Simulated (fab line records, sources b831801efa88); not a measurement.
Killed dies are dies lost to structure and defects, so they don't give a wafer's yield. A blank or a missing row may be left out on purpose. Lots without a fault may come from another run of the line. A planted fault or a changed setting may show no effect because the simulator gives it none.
Which tool did it? | flow gf180mcu | 14 lots, 42 wafers sampled, at 5 steps of a route of 602

WHAT THE GAUGES READ, wafer by wafer
GF_VT_IMPLANT_RS_MEAS_47: measures by four-point-probe.
lot  | measured     | on            | NWELL_RS (ohm/sq)
L251 | day 7 12:22  | film_metro-01 | 491.5 489.4 488.1
L252 | day 7 18:37  | film_metro-01 | 486.7 488.5 487.9
L253 | day 8 05:14  | film_metro-03 | 487.4 487.7 486.9
L254 | day 8 10:37  | film_metro-03 | 484.4 486.8 485.8
L256 | day 8 22:17  | film_metro-02 | 490.4 490.4 488.2
L257 | day 9 09:05  | film_metro-03 | 487.8 488.4 487.4
L258 | day 9 13:05  | film_metro-03 | 487.2 485.6 486.8
L259 | day 9 18:37  | film_metro-02 | 486.7 488.0 487.4
L260 | day 10 01:04 | film_metro-01 | 486.3 484.9 486.0
L261 | day 10 10:02 | film_metro-03 | 486.8 486.7 485.6
L266 | day 11 16:40 | film_metro-02 | 488.0 488.2 487.3
L270 | day 12 21:15 | film_metro-01 | 479.4 478.8 480.3
L271 | day 13 06:19 | film_metro-03 | 480.2 478.5 478.4
L272 | day 13 12:08 | film_metro-01 | 488.1 488.5 489.0

GF_M2_THK_MEAS_06: measures by xrf.
lot  | measured     | on            | M2_ALCU_THK (nm)
L251 | day 18 05:16 | film_metro-02 | 447 449 458
L252 | day 18 12:05 | film_metro-02 | 466 453 462
L253 | day 19 01:48 | film_metro-04 | 449 456 459
L254 | day 19 10:45 | film_metro-04 | 445 452 455
L256 | day 20 07:37 | film_metro-02 | 459 459 449
L257 | day 20 15:10 | film_metro-04 | 450 454 444
L258 | day 21 08:49 | film_metro-04 | 450 458 450
L259 | day 21 13:14 | film_metro-02 | 446 451 448
L260 | day 21 19:50 | film_metro-04 | 447 452 449
L261 | day 22 09:07 | film_metro-02 | 443 450 453
L266 | day 23 17:44 | film_metro-02 | 463 456 451
L270 | day 24 23:59 | film_metro-04 | 448 450 456
L271 | day 25 11:16 | film_metro-04 | 447 454 456
L272 | day 25 17:29 | film_metro-04 | 453 453 457

GF_V5_OVL_MEAS_15.
lot  | measured     | on         | V5_OVL (nm)
L251 | day 27 04:25 | overlay-02 | -16 -11 -9
L252 | day 27 13:04 | overlay-02 | -4 -5 -13
L253 | day 27 23:16 | overlay-02 | 1 3 4
L254 | day 28 07:25 | overlay-02 | -10 -2 -6
L256 | day 28 22:41 | overlay-01 | -13 -2 -6
L257 | day 29 05:41 | overlay-01 | 4 0 -2
L258 | day 29 19:34 | overlay-01 | -3 -2 0
L259 | day 29 22:51 | overlay-02 | 0 -1 5
L260 | day 30 05:19 | overlay-02 | -6 -6 -5
L261 | day 30 13:33 | overlay-02 | 4 7 -6
L266 | day 31 17:01 | overlay-02 | -5 -4 -3
L270 | day 32 16:28 | overlay-02 | -4 -3 2
L271 | day 33 01:04 | overlay-01 | 2 -4 0
L272 | day 33 10:13 | overlay-01 | -4 4 4

WHICH TOOL RAN EACH LOT (tool, then ch and the chambers of the sampled wafers, then the start)
lot  | GF_NWELL_IMPLANT_09            | GF_V3_SPUTTER_22
L251 | implanter-02 ch 0, day 3 06:38 | pvd_sputter-02, day 22 10:07
L252 | implanter-02 ch 0, day 3 14:02 | pvd_sputter-03, day 22 18:24
L253 | implanter-03 ch 0, day 3 20:09 | pvd_sputter-04, day 23 05:58
L254 | implanter-02 ch 0, day 4 00:45 | pvd_sputter-03, day 23 15:46
L256 | implanter-04 ch 0, day 4 10:58 | pvd_sputter-03, day 24 10:35
L257 | implanter-02 ch 0, day 4 18:02 | pvd_sputter-03, day 24 17:25
L258 | implanter-04 ch 0, day 4 22:48 | pvd_sputter-02, day 25 09:49
L259 | implanter-04 ch 0, day 5 03:36 | pvd_sputter-03, day 25 13:41
L260 | implanter-03 ch 0, day 5 07:17 | pvd_sputter-02, day 25 19:04
L261 | implanter-02 ch 0, day 5 14:29 | pvd_sputter-02, day 26 06:34
L266 | implanter-02 ch 0, day 6 16:53 | pvd_sputter-02, day 27 12:34
L270 | implanter-02 ch 0, day 7 15:47 | pvd_sputter-03, day 28 14:58
L271 | implanter-02 ch 0, day 7 22:25 | pvd_sputter-04, day 29 02:24
L272 | implanter-04 ch 0, day 8 02:24 | pvd_sputter-02, day 29 07:07
- GF_NWELL_IMPLANT_09
- GF_V3_SPUTTER_22: material TiN, target thk 10 nm, time 40 s.

WHAT THE TOOLS THEMSELVES READ (means of the sampled wafers that have a number; where no wafer has one, the mark that the record gives instead)
GF_NWELL_IMPLANT_09.
lot  | tool         | dose_ions_cm2 | faraday_current_uA | tilt_deg (degrees)
L251 | implanter-02 | 4.003e+12     | 22.7               | 0.004
L252 | implanter-02 | 4.003e+12     | 22.3               | -0.009
L253 | implanter-03 | 4.000e+12     | 22.4               | 0.010
L254 | implanter-02 | 4.000e+12     | 22.6               | -0.015
L256 | implanter-04 | 4.000e+12     | 22.2               | 0.005
L257 | implanter-02 | 4.002e+12     | 23.0               | -0.019
L258 | implanter-04 | 3.998e+12     | 22.3               | 0.023
L259 | implanter-04 | 4.003e+12     | 22.5               | 0.006
L260 | implanter-03 | 4.004e+12     | 22.1               | -0.028
L261 | implanter-02 | 4.004e+12     | 22.7               | 0.013
L266 | implanter-02 | 4.000e+12     | 22.4               | -0.016
L270 | implanter-02 | 4.444e+12     | 25.7               | -0.004
L271 | implanter-02 | 4.447e+12     | 25.2               | 0.018
L272 | implanter-04 | 4.000e+12     | 22.6               | -0.014

GF_V3_SPUTTER_22.
lot  | tool           | throttle_valve_pct (%)
L251 | pvd_sputter-02 | 30.0
L252 | pvd_sputter-03 | 30.6
L253 | pvd_sputter-04 | 30.8
L254 | pvd_sputter-03 | 30.4
L256 | pvd_sputter-03 | 30.2
L257 | pvd_sputter-03 | 30.6
L258 | pvd_sputter-02 | 28.9
L259 | pvd_sputter-03 | 30.9
L260 | pvd_sputter-02 | 29.4
L261 | pvd_sputter-02 | 28.4
L266 | pvd_sputter-02 | 29.9
L270 | pvd_sputter-03 | 30.4
L271 | pvd_sputter-04 | 30.1
L272 | pvd_sputter-02 | 28.8

THE ANSWER, worked out from the rows above alone
Rule: what is usual is taken from the lots themselves. Put in order of their means at a reading, lots are off if they are a third of the lots or fewer, leave a main group of 4 or more, and stand apart from it by a gap of 3 or more times the standard deviation of the main group's means; of several such gaps the widest counts. A main group whose means are all the same, to the digits that the tables above print for the reading, isn't used. A lot without any number at a reading at which 4 lots or more have one is off too. The other lots that the step has rows for count as sound. The gauges are gone through in route order, then the tools' own readings, and for those a lot's mean is taken as printed above. The first step at which some lot is off is used, and at that step the reading that is off furthest; a lot without a number counts as furthest.
Off: L270, L271, at GF_VT_IMPLANT_RS_MEAS_47 (NWELL_RS). The main group: mean 487.5 ohm/sq, standard deviation 1.3.
A tool fits if, at a process step before that reading, it ran every lot that is off, and no sound lot after the first of them. The gauges at GF_VT_IMPLANT_RS_MEAS_47 aren't tried: what is off there is off at GF_NWELL_IMPLANT_09 too, on other tools, and a gauge's error can't cause that. One fits: implanter-02 at GF_NWELL_IMPLANT_09. Its last sound lot is L266 (day 6 16:53), its first lot that is off L270 (day 7 15:47): a fault that began between those two fits.
The tool's own readings at GF_NWELL_IMPLANT_09 bear it out: on the lots that are off they differ by more than 5 times the standard deviation of the sound lots' means. dose_ions_cm2 reads 4.446e+12 there against 4.001e+12 on the sound lots; faraday_current_uA reads 25.4 there against 22.5 on the sound lots.

WHAT THE SIMULATOR HAD PUT IN
Process parameter drift: implanter-02, from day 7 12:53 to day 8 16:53, at GF_NWELL_IMPLANT_09. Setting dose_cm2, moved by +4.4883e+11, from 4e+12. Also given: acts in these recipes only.
Lots struck among those shown: L270, L271. The rule above found the same.
